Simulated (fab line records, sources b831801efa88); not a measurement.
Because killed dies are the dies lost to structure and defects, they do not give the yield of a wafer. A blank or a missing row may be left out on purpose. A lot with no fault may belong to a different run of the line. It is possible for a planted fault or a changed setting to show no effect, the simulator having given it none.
Chamber matching | flow gf180mcu | pecvd-04 running GF_V2_CVD_02: 3 sister chambers
The step deposits SiO2 from TEOS, target thk 850 nm, time 94.851 s. 6 wafers are shown with their chamber, then 6 later ones without.

## WAFERS WITH THEIR CHAMBER
wafer  | chamber | heater_power_w (W)
L910.3 | 0       | 688
L910.6 | 2       | 553
L912.2 | 2       | 619
L919.2 | 0       | 718
L919.3 | 1       | 729
L919.5 | 1       | 573

## WAFERS MISSING THEIR CHAMBER
wafer  | heater_power_w (W)
L922.1 | 539
L922.4 | 584
L922.5 | 730
L926.3 | 582
L926.4 | 722
L926.5 | 615

## EACH ONE'S CHAMBER
wafer  | from the rows above          | in truth
L922.1 | can't be placed: 2 or 1 or 0 | 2
L922.4 | can't be placed: 2 or 1 or 0 | 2
L922.5 | can't be placed: 0 or 1 or 2 | 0
L926.3 | can't be placed: 2 or 1 or 0 | 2
L926.4 | can't be placed: 0 or 1 or 2 | 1
L926.5 | can't be placed: 2 or 1 or 0 | 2
0 of 6 placed correctly. Cannot be placed on the basis of these rows: 6; the candidates contain the true chamber in 6. Wrongly placed: 0.
How it was worked out, from the rows above alone: a wafer's distance from a chamber is the root of the sum, over the readings, of the square of ((its reading less the chamber's mean) divided by the reading's scatter). If the next closest chamber is less than 2 further off than the closest, the wafer can't be placed; otherwise it belongs to the closest. A chamber's mean is the mean of its shown wafers. The scatter is the square root of a quotient: the sum, over the shown wafers, of each reading's squared deviation from its chamber's mean, divided by wafers minus chambers.
